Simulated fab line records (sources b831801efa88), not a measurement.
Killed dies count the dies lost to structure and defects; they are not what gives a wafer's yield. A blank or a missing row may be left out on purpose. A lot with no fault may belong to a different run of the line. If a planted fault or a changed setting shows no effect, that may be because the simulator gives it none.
Comparing a struck lot with a sound one :: flow sky130 :: 15 steps out of a route of 708
Sound: wafers L299.3, L299.4, L299.5. Wafers L314.1, L314.3, L314.5 were the ones struck. The cause is given at the end.
For every step that has rows: the tool of each side, followed by ch and its chambers, followed by its first start. Under that, the readings that differ: sound wafers :: struck wafers :: difference of the means :: sigmas: that difference in standard deviations of wafers without a fault.
alike: words and numbers the same on both sides, and readings whose means are apart by under 2 such deviations; not compared: readings that were withheld, readings missing a value for some wafer, numbers with overlapping values and no deviation given by the record, and bounds like >300 which may hide the same value.
Wherever a step has rows on one side only, a row that says differs or no value, or a row with sigmas, the two part there. When numbers do not overlap yet have no deviation, they are printed without sigmas and do not part them. A reading that every wafer of one side lacks parts them only if that side has two wafers or more.

SKY_LI_CONTACT_SPUTTER_20: material TiN, target thk 20 nm, time 80 s.
  sound on pvdSputter-04, day 29 23:17; struck on pvdSputter-04, day 36 21:40
  alike: throttleValvePct
SKY_LI_CONTACT_CVD_21: deposits W, target thk 400 nm, time 120.56 s.
  sound on cvdW-02 ch 0,1, day 29 23:28; struck on cvdW-01 ch 1, day 36 21:44
reading: heaterPowerW (W)
sound: 774 698 780
struck: 976 993 998
difference: +238
sigmas: +2
SKY_LI_CONTACT_RS_MEAS_22: uses a four-point probe to measure.
  sound on filmMetro-01, day 29 23:35; struck on filmMetro-01, day 36 21:59
  alike: LI_CONTACT_W_RS
SKY_LI_CONTACT_THK_MEAS_23: measures by xrf.
  sound on filmMetro-01, day 29 23:41; struck on filmMetro-01, day 36 22:06
  alike: LI_CONTACT_W_THK
SKY_LI_CONTACT_CMP_24: polishes, stops on PSG, t overpolish 20 s, target thk 0 nm.
  sound on cmp-02 ch 0,2, day 29 23:54; struck on cmp-01 ch 1,2, day 36 22:10
reading: timeToEndpointS (s)
sound: 96 95 92
struck: 101 103 101
difference: +7
sigmas: +2
  alike: motorCurrentA, overpolishRunS
SKY_LOCAL_INTERCONNECT_SPUTTER_00: material TiN, target thk 100 nm, time 83.3 s.
  sound on pvdSputter-01, day 30 00:12; struck on pvdSputter-01, day 36 22:28
  alike: throttleValvePct
SKY_LOCAL_INTERCONNECT_RS_MEAS_01: uses a four-point probe to measure.
  sound on filmMetro-03, day 30 00:18; struck on filmMetro-03, day 36 22:31
  alike: LOCAL_INTERCONNECT_TIN_RS
SKY_LOCAL_INTERCONNECT_THK_MEAS_02: measures by xrf.
  sound on filmMetro-03, day 30 00:24; struck on filmMetro-03, day 36 22:38
  alike: LOCAL_INTERCONNECT_TIN_THK
then, 4 steps without rows for these wafers: SKY_LOCAL_INTERCONNECT_DEHYDRATE_03 (time 60 s); SKY_LOCAL_INTERCONNECT_HMDS_04 (prime time 60 s); SKY_LOCAL_INTERCONNECT_COAT_05 (resist thk 60 nm); SKY_LOCAL_INTERCONNECT_COAT_06 (resist thk 450 nm).
SKY_LOCAL_INTERCONNECT_SOFTBAKE_07: time 90 s.
  sound on lithoTrack-01 ch 0, day 30 14:00; struck on lithoTrack-03 ch 0, day 37 11:00
reading: heaterPowerTotalW (W)
sound: 57.49 57.25 57.36
struck: 58.09 57.96 57.98
difference: +0.64
sigmas: +6

reading: runLengthS (s)
sound: 119.16 119.25 119.41
struck: 116.38 116.57 116.53
difference: -2.78
sigmas: -14
  alike: exhaustPa
then, 1 step without rows for these wafers: SKY_LOCAL_INTERCONNECT_EXPOSE_08 (exposes mask LI1M, target cd 170 nm).
-- here the record skips 14 days between the struck wafers' starts before and after, leaving off in module LOCAL_INTERCONNECT and picking up in module PAD_OPEN (first step shown: number 708 of the route) --
SKY_PAD_OPEN_PROBE_99:
  sound on prober-02, day 46 10:38; struck on prober-01, day 51 03:49
  alike: killed_at_M0_to_M3, killed_at_M4_up, killedAtContacts, killedAtFrontEnd, killedAtOther, killedDies, killedOpen, killedShort

## WHERE THEY PART
Earliest at SKY_LI_CONTACT_CVD_21; latest, in this record, at SKY_LOCAL_INTERCONNECT_SOFTBAKE_07. Later steps at which nothing parts them and some readings are alike: SKY_PAD_OPEN_PROBE_99.

WHY: what the simulator had put in
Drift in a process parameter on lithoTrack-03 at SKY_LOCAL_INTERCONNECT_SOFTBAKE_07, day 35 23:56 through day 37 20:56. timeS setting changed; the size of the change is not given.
